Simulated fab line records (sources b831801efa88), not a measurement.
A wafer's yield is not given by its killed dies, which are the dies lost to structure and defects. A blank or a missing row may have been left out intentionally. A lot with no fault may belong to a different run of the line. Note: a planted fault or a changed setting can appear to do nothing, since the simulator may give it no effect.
Chamber matching | flow sky130 | SKY_FIELD_ISO_CMP_27 on cmp-01: 4 sister chambers
The step polishes, stops on Si3N4, t overpolish 16 s, target thk 457.8 nm. 4 wafers are shown with their chamber, then 7 later ones without.

== WAFERS, EACH WITH ITS CHAMBER ==
wafer  | chamber | motorCurrentA (A)
L703.1 | 2       | 12.6
L703.3 | 3       | 12.5
L703.5 | 1       | 12.1
L704.2 | 0       | 10.1

== WAFERS WHOSE CHAMBER IS MISSING ==
wafer  | motorCurrentA (A)
L704.3 | 12.7
L704.6 | 12.7
L705.1 | 10.3
L705.3 | 12.4
L705.5 | 11.5
L711.1 | 12.3
L711.4 | 10.0

== WHICH CHAMBER EACH ONE RAN IN ==
wafer  | from the rows above          | in truth
L704.3 | can't be placed: 2 or 3 or 1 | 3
L704.6 | can't be placed: 2 or 3 or 1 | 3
L705.1 | 0                            | 0
L705.3 | can't be placed: 3 or 2 or 1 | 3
L705.5 | can't be placed: 1 or 3 or 2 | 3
L711.1 | can't be placed: 3 or 1 or 2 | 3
L711.4 | 0                            | 0
Placed correctly: 2 of 7. Cannot be placed on the basis of these rows: 5; the candidates contain the true chamber in 5. 0 placed wrongly.
How it was worked out, from the rows above alone: a wafer's distance from a chamber is the root of the sum, over the readings, of the square of ((its reading less the chamber's mean) divided by the reading's scatter). If the next closest chamber is less than 2 further off than the closest, the wafer can't be placed; otherwise it belongs to the closest. For every chamber, the mean is computed from those of its wafers that are shown. The scatter: with one shown wafer a chamber, the root of the mean of the squares of how far each hidden wafer lies from its nearest shown one.
